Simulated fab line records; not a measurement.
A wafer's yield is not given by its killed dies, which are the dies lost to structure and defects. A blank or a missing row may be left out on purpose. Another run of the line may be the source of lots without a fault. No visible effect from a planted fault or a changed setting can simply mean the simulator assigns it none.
Struck lot and sound lot, side by side ; flow gf180mcu ; 15 steps out of a route of 602
Sound: these wafers, L782.1, L782.4, L782.6. Wafers L793.2, L793.4, L793.5 were the ones struck. The cause is given at the end.
At each step with rows: each side's tool, then ch and its chambers, then its first start. Under that, the readings that differ: sound wafers ; struck wafers ; difference of the means ; sigmas: that difference in standard deviations of wafers without a fault.
alike: readings whose means differ by less than 2 such deviations, and words and numbers that are the same on both sides. not compared: withheld readings, readings that some wafer has no value for, bounds like >300 that may hide the same value, and numbers for which the record gives no deviation and whose values overlap.
The two part at a step that has a row with sigmas, a row that says differs or no value, or rows on one side only. Non-overlapping numbers with no deviation appear without sigmas and do not part them. Lack of a reading on every wafer of one side parts them only where that side has two or more wafers.

GF_M2_SPUTTER_04: material TiN, target thk 50 nm, time 41.7 s.
  struck on pvd_sputter-03, day 24 01:48; sound on pvd_sputter-01, day 19 20:45
  alike: throttle_valve_pct
GF_M2_RS_MEAS_05: a four-point-probe measurement.
  struck on film_metro-04, day 24 01:52; sound on film_metro-03, day 19 20:47
  alike: M2_ALCU_RS
GF_M2_THK_MEAS_06: measures by xrf.
  struck on film_metro-04, day 24 01:58; sound on film_metro-03, day 19 20:55
  alike: M2_ALCU_THK
then, 7 steps without rows for these wafers: GF_M2_DEHYDRATE_07 (time 60 s); GF_M2_HMDS_08 (prime time 60 s); GF_M2_COAT_09 (resist thk 1000 nm); GF_M2_SOFTBAKE_10 (time 60 s); GF_M2_EXPOSE_11 (exposes mask Metal2, target cd 280 nm); GF_M2_PEB_12 (peb time 90 s); GF_M2_DEVELOP_13 (develop time 60 s).
GF_M2_CD_MEAS_14: the cd target is 280 nm.
  struck on cd_sem-02, day 25 00:05; sound on cd_sem-01, day 20 21:22
  alike: cd_nm
GF_M2_OVL_MEAS_15:
  struck on overlay-01, day 25 00:11; sound on overlay-01, day 20 21:29
  alike: M2_OVL
GF_M2_METAL_ETCH_16: etches the open film in Cl2/BCl3, stops on SiO2, target depth 627.5 nm, time 104.6 s.
  sound on rie_metal-02 ch 1, day 20 21:31; struck on rie_metal-02 ch 0,1, day 25 00:13
reading;sound;struck;difference;sigmas
oes_product_au (a.u.);0.970 0.976 0.967;0.720 0.710 0.723;-0.253;-38
throttle_valve_pct (%);28.258 28.263 28.232;28.530 28.530 28.529;+0.279;+29
model.etch.depth_nm (nm);602.8 606.8 604.6;338.5 339.3 338.9;-265.8;
model.M2.feature_depth_nm (nm);602.8 606.8 604.6;338.5 339.3 338.9;-265.8;
model.KrF_of_M2_COAT_09.thk_nm (nm);737.8 732.8 733.9;848.8 850.5 850.8;+115.2;
  alike: drypump_motor_current_A
  not compared: rf_hours_counter_h
GF_M2_STRIP_17: strips in O2/N2.
  sound on plasma_asher-02 ch 1, day 20 21:44; struck on plasma_asher-04 ch 0,1, day 25 00:20
reading;sound;struck;difference;sigmas
oes_product_au (a.u.);0.558 0.549 0.561;0.602 0.609 0.602;+0.048;+11
strip_time_to_endpoint_s (s);7.90 7.86 7.88;8.98 8.99 8.98;+1.10;+26
  alike: drypump_motor_current_A, heater_power_w
  not compared: rf_hours_counter_h
then, 1 step without rows for these wafers: GF_M2_STRIP_18 (strips in post etch residue remover, time 1200 s).

== WHERE THEY PART ==
Earliest at GF_M2_METAL_ETCH_16; latest, in this record, at GF_M2_STRIP_17.

WHY: what had been put in by the simulator
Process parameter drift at GF_M2_METAL_ETCH_16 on rie_metal-02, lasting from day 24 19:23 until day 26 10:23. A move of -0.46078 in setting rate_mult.
